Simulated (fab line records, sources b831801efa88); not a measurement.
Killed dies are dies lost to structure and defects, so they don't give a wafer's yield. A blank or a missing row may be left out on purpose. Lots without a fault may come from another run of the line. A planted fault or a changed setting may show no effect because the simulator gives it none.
One fault seen from 2 desks | flow gf180mcu | each desk has only its own numbers; what lay behind them comes last

THE METROLOGY DESK
What the gauges read, lot by lot, whatever tool the lot ran on: means of the sampled wafers that have a number. A lot is out of limits, marked OUT, if its mean lies more than 4 standard deviations from the usual mean; the brackets give that distance.
Columns: A = V3_W_THK at GF_V3_THK_MEAS_25, usual 361 nm
lot  | first seen here | A
L702 | day 22 18:07    | 365
L703 | day 23 04:12    | 367
L705 | day 23 15:17    | 364
L706 | day 24 02:10    | 354
L707 | day 24 08:16    | 358
L708 | day 24 20:14    | 357
L709 | day 25 02:35    | 354
L711 | day 25 17:59    | 367
L722 | day 29 04:34    | 359
L721 | day 29 04:53    | 359
L723 | day 29 15:11    | 357
L724 | day 29 20:50    | 360
This desk's finding: nothing out of limits on any of the 12 lots.

THE TOOL OWNER'S DESK: cmp-02
The tool's own readings at GF_V1_CMP_26 (polishes, stops on SiO2, t overpolish 15 s, target thk 0 nm): means of the sampled wafers that have a number, for each lot that ran on this tool. A lot is out of limits, marked OUT, if its mean lies more than 4 standard deviations from the usual mean; the brackets give that distance.
Columns: A = head_pressure_psi at GF_V1_CMP_26, usual 3.499 psi; B = motor_current_A at GF_V1_CMP_26, usual 11.1 A; C = overpolish_run_s at GF_V1_CMP_26, usual 15.000 s; D = time_to_endpoint_s at GF_V1_CMP_26, usual 85 s
lot  | first seen here | A     | B    | C      | D
L702 | day 18 11:50    | 3.501 | 11.3 | 15.001 | 92
L703 | day 18 22:02    | 3.496 | 12.1 | 15.005 | 92
L706 | day 19 22:20    | 3.501 | 12.3 | 14.992 | 84
L709 | day 21 00:59    | 3.497 | 13.0 | 14.992 | 82
L711 | day 21 18:28    | 3.498 | 11.4 | 15.002 | 82
L721 | day 25 13:04    | 3.499 | 12.4 | 15.005 | 82
This desk's finding: nothing out of limits on any of the 6 lots.

PUT TOGETHER
The metrology desk saw nothing out of limits.
The tool owner's desk saw nothing out of limits.

WHAT THE SIMULATOR HAD PUT IN
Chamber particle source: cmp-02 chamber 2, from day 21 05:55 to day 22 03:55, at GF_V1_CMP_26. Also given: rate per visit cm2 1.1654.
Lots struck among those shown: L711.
